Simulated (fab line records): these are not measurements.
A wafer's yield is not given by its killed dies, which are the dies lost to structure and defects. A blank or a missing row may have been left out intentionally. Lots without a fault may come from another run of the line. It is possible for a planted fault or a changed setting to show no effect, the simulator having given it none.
Which tool was responsible? / flow gf180mcu / 11 lots with 33 wafers sampled at 4 steps, on a route of 602 steps

WHAT THE GAUGES SHOWED, per wafer
GF_V3_THK_MEAS_01.
lot=L484; measured=day 21 12:44; on=filmMetro-03; V3_CVD_00_THK (nm)=596 593 598
lot=L485; measured=day 22 02:50; on=filmMetro-02; V3_CVD_00_THK (nm)=592 607 597
lot=L486; measured=day 22 11:56; on=filmMetro-04; V3_CVD_00_THK (nm)=1214 1214 1187
lot=L489; measured=day 23 07:02; on=filmMetro-03; V3_CVD_00_THK (nm)=595 597 598
lot=L493; measured=day 25 03:35; on=filmMetro-02; V3_CVD_00_THK (nm)=1218 1213 1221
lot=L497; measured=day 26 20:34; on=filmMetro-03; V3_CVD_00_THK (nm)=603 604 604
lot=L501; measured=day 27 23:08; on=filmMetro-04; V3_CVD_00_THK (nm)=612 602 608
lot=L503; measured=day 28 02:13; on=filmMetro-03; V3_CVD_00_THK (nm)=610 611 611
lot=L505; measured=day 28 18:23; on=filmMetro-02; V3_CVD_00_THK (nm)=603 604 609
lot=L506; measured=day 29 00:14; on=filmMetro-04; V3_CVD_00_THK (nm)=594 598 600
lot=L507; measured=day 29 04:46; on=filmMetro-04; V3_CVD_00_THK (nm)=605 606 602

EACH LOT AND THE TOOL THAT RAN IT (in order: tool; ch and the chambers of the sampled wafers; start)
lot=L484; GF_V2_CMP_04=cmp-02 ch 1,2,3, day 19 09:02; GF_V2_STRIP_18=plasmaAsher-01 ch 0,1, day 20 10:14; GF_V3_CVD_00=hdpcvd-01 ch 0,1, day 21 12:39
lot=L485; GF_V2_CMP_04=cmp-01 ch 0,1,3, day 19 23:08; GF_V2_STRIP_18=plasmaAsher-04 ch 1, day 21 00:23; GF_V3_CVD_00=hdpcvd-02 ch 0,1,2, day 22 02:46
lot=L486; GF_V2_CMP_04=cmp-01 ch 1,2,3, day 20 08:51; GF_V2_STRIP_18=plasmaAsher-03 ch 0,1, day 21 09:44; GF_V3_CVD_00=hdpcvd-02 ch 0,1, day 22 11:37
lot=L489; GF_V2_CMP_04=cmp-02 ch 2,3, day 21 04:45; GF_V2_STRIP_18=plasmaAsher-04 ch 0, day 22 05:31; GF_V3_CVD_00=hdpcvd-02 ch 0,1,2, day 23 06:57
lot=L493; GF_V2_CMP_04=cmp-02 ch 2,3, day 23 04:03; GF_V2_STRIP_18=plasmaAsher-03 ch 0, day 24 03:14; GF_V3_CVD_00=hdpcvd-01 ch 1,2, day 25 03:16
lot=L497; GF_V2_CMP_04=cmp-02 ch 0,1,2, day 25 00:31; GF_V2_STRIP_18=plasmaAsher-01 ch 0,1, day 25 21:49; GF_V3_CVD_00=hdpcvd-01 ch 1,2, day 26 20:28
lot=L501; GF_V2_CMP_04=cmp-02 ch 0,2,3, day 26 02:11; GF_V2_STRIP_18=plasmaAsher-01 ch 0,1, day 27 00:05; GF_V3_CVD_00=hdpcvd-02 ch 0,1, day 27 23:04
lot=L503; GF_V2_CMP_04=cmp-02 ch 1,2, day 26 06:24; GF_V2_STRIP_18=plasmaAsher-03 ch 0, day 27 03:46; GF_V3_CVD_00=hdpcvd-01 ch 0,2, day 28 02:08
lot=L505; GF_V2_CMP_04=cmp-01 ch 0,1,2, day 26 23:38; GF_V2_STRIP_18=plasmaAsher-03 ch 0,1, day 27 20:17; GF_V3_CVD_00=hdpcvd-01 ch 0,2, day 28 18:18
lot=L506; GF_V2_CMP_04=cmp-01 ch 1,2,3, day 27 05:58; GF_V2_STRIP_18=plasmaAsher-03 ch 0,1, day 28 02:37; GF_V3_CVD_00=hdpcvd-02 ch 0,1,2, day 29 00:08
lot=L507; GF_V2_CMP_04=cmp-01 ch 0,1,2, day 27 11:03; GF_V2_STRIP_18=plasmaAsher-04 ch 0,1, day 28 06:34; GF_V3_CVD_00=hdpcvd-01 ch 0,1,2, day 29 04:42
- GF_V2_CMP_04: polishes SiO2.
- GF_V2_STRIP_18: strips in O2/N2.
- GF_V3_CVD_00: deposits SiO2, target thk 600 nm, time 100 s.

THE ANSWER, worked out from the rows above alone
Rule: the lots themselves supply what counts as usual. The widest of any qualifying gaps counts: lots, ordered by their means at a reading, are off when they make up no more than a third of the lots, leave a main group of 4 or more, and stand apart from it by 3 or more times the standard deviation of that group's means. A main group is skipped when, at the precision printed for the reading in the tables above, its means are all equal. A lot without any number at a reading at which 4 lots or more have one is off too. The other lots that the step has rows for count as sound.
Off: L486, L493, at GF_V3_THK_MEAS_01 (V3_CVD_00_THK). The main group: mean 602 nm, standard deviation 5.
If a tool, at a process step before that reading, ran all the lots that are off and no sound lot after the first of them, it fits. Gauges at GF_V3_THK_MEAS_01: tried the same way as those tools. None of those tried fits.

WHAT THE SIMULATOR HAD INSERTED
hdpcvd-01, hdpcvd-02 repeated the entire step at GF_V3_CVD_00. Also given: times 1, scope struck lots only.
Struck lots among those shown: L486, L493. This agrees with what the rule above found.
